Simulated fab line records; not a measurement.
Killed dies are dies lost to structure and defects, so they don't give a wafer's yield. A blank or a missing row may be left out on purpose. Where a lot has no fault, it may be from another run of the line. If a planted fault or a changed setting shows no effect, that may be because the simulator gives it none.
Which tool was responsible?    flow sky130    Sampling: 13 lots, 39 wafers, 3 of 708 route steps

== WHAT EACH GAUGE READ, for each wafer ==
SKY_NWELL_TW_MEAS_26. Usual: NWELL_2_TW 499, standard deviation 3.5.
lot   measured      on            NWELL_2_TW   flag
L958  day 5 08:49   filmMetro-04  501 502 500  
L959  day 5 17:53   filmMetro-02  497 492 495  
L960  day 5 23:43   filmMetro-03  499 500 502  
L961  day 6 05:44   filmMetro-03  30 30 30     OFF
L969  day 8 12:26   filmMetro-02  498 493 495  
L970  day 8 23:38   filmMetro-04  502 501 499  
L971  day 9 00:20   filmMetro-04  504 500 502  
L972  day 9 11:14   filmMetro-02  495 495 495  
L975  day 10 00:55  filmMetro-04  499 502 502  
L976  day 10 01:34  filmMetro-02  493 497 497  
L977  day 10 09:56  filmMetro-02  496 497 499  
L979  day 10 20:38  filmMetro-02  496 496 499  
L980  day 11 00:29  filmMetro-03  500 499 502  

== WHAT TOOL EACH LOT RAN ON (gives the tool, then ch and the chambers of the sampled wafers, and finally the start) ==
lot   SKY_NWELL_STRIP_14                   SKY_NWELL_STRIP_25
L958  plasmaAsher-02 ch 0,1, day 4 16:56   plasmaAsher-02 ch 0,1, day 5 08:43
L959  plasmaAsher-04 ch 0,1, day 4 23:44   plasmaAsher-01 ch 0,1, day 5 17:48
L960  plasmaAsher-01 ch 0,1, day 5 05:49   plasmaAsher-04 ch 0,1, day 5 23:37
L961  plasmaAsher-04 ch 0, day 5 10:43     plasmaAsher-04 ch 0,1, day 6 05:38
L969  plasmaAsher-04 ch 0,1, day 7 16:20   plasmaAsher-01 ch 0,1, day 8 12:20
L970  plasmaAsher-02 ch 0,1, day 8 03:13   plasmaAsher-01 ch 0,1, day 8 23:31
L971  plasmaAsher-04 ch 0,1, day 8 03:51   plasmaAsher-04 ch 0,1, day 9 00:15
L972  plasmaAsher-04 ch 0,1, day 8 13:54   plasmaAsher-01 ch 0,1, day 9 11:08
L975  plasmaAsher-02 ch 0,1, day 9 02:44   plasmaAsher-02 ch 0,1, day 10 00:50
L976  plasmaAsher-02 ch 1, day 9 03:13     plasmaAsher-02 ch 1, day 10 01:28
L977  plasmaAsher-02 ch 1, day 9 12:07     plasmaAsher-01 ch 0,1, day 10 09:50
L979  plasmaAsher-04 ch 0,1, day 9 21:53   plasmaAsher-02 ch 0,1, day 10 20:33
L980  plasmaAsher-04 ch 0,1, day 10 01:19  plasmaAsher-04 ch 0,1, day 11 00:23
- SKY_NWELL_STRIP_14: strips in O2/N2.
- SKY_NWELL_STRIP_25: strips in O2/N2.

== WHAT THE TOOLS THEMSELVES READ (means of the sampled wafers that have a number; where no wafer has one, the mark that the record gives instead) ==
SKY_NWELL_STRIP_14. Usual: drypumpMotorCurrentA 5.7 A, standard deviation 0.47; oesProductAu 0.723 a.u., standard deviation 0.0047; stripTimeToEndpointS 36.90 s, standard deviation 0.11.
lot   tool            drypumpMotorCurrentA (A)  oesProductAu (a.u.)  stripTimeToEndpointS (s)  flag
L958  plasmaAsher-02  5.4                       0.723                37.02                     
L959  plasmaAsher-04  6.2                       0.719                36.99                     
L960  plasmaAsher-01  5.8                       0.724                36.92                     
L961  plasmaAsher-04  6.6                       0.947                -                         OFF
L969  plasmaAsher-04  6.2                       0.722                36.99                     
L970  plasmaAsher-02  5.5                       0.723                36.81                     
L971  plasmaAsher-04  6.2                       0.724                37.00                     
L972  plasmaAsher-04  6.2                       0.720                36.81                     
L975  plasmaAsher-02  5.4                       0.725                36.99                     
L976  plasmaAsher-02  5.5                       0.715                36.81                     
L977  plasmaAsher-02  5.5                       0.725                36.99                     
L979  plasmaAsher-04  6.2                       0.720                36.73                     
L980  plasmaAsher-04  5.8                       0.720                36.82                     

SKY_NWELL_STRIP_25. Usual: drypumpMotorCurrentA 5.7 A, standard deviation 0.36; oesProductAu 0.723 a.u., standard deviation 0.0044; stripTimeToEndpointS 36.90 s, standard deviation 0.12.
lot   tool            drypumpMotorCurrentA (A)  oesProductAu (a.u.)  stripTimeToEndpointS (s)  flag
L958  plasmaAsher-02  5.5                       0.723                36.97                     
L959  plasmaAsher-01  5.8                       0.722                36.95                     
L960  plasmaAsher-04  5.8                       0.721                36.88                     
L961  plasmaAsher-04  5.8                       0.728                53.62                     OFF
L969  plasmaAsher-01  5.8                       0.723                36.94                     
L970  plasmaAsher-01  5.8                       0.725                36.88                     
L971  plasmaAsher-04  6.2                       0.726                36.93                     
L972  plasmaAsher-01  5.8                       0.721                36.86                     
L975  plasmaAsher-02  5.4                       0.718                36.93                     
L976  plasmaAsher-02  5.5                       0.721                37.00                     
L977  plasmaAsher-01  5.8                       0.724                36.89                     
L979  plasmaAsher-02  5.5                       0.722                36.92                     
L980  plasmaAsher-04  5.8                       0.720                36.90                     

== THE ANSWER, worked out from the rows above alone ==
Rule: lot off if the mean of its wafers having a number is beyond 3 standard deviations from the usual mean. A lot without any number at a reading at which 4 lots or more have one is off too. All remaining lots with rows at the step are treated as sound. Order of review: gauges by route order, followed by the tools' own readings, for which a lot's mean as printed above is used. The first step at which some lot is off is used, and at that step the reading that is off furthest; a lot without a number counts as furthest.
Off: L961, at SKY_NWELL_TW_MEAS_26 (NWELL_2_TW).
If a tool, at a process step before that reading, ran all the lots that are off and no sound lot after the first of them, it fits. The gauges at SKY_NWELL_TW_MEAS_26 aren't tried: what is off there is off at SKY_NWELL_STRIP_14 too, on other tools, and a gauge's error can't cause that. Of those tried, none fits.

== WHAT WAS PUT IN BY THE SIMULATOR ==
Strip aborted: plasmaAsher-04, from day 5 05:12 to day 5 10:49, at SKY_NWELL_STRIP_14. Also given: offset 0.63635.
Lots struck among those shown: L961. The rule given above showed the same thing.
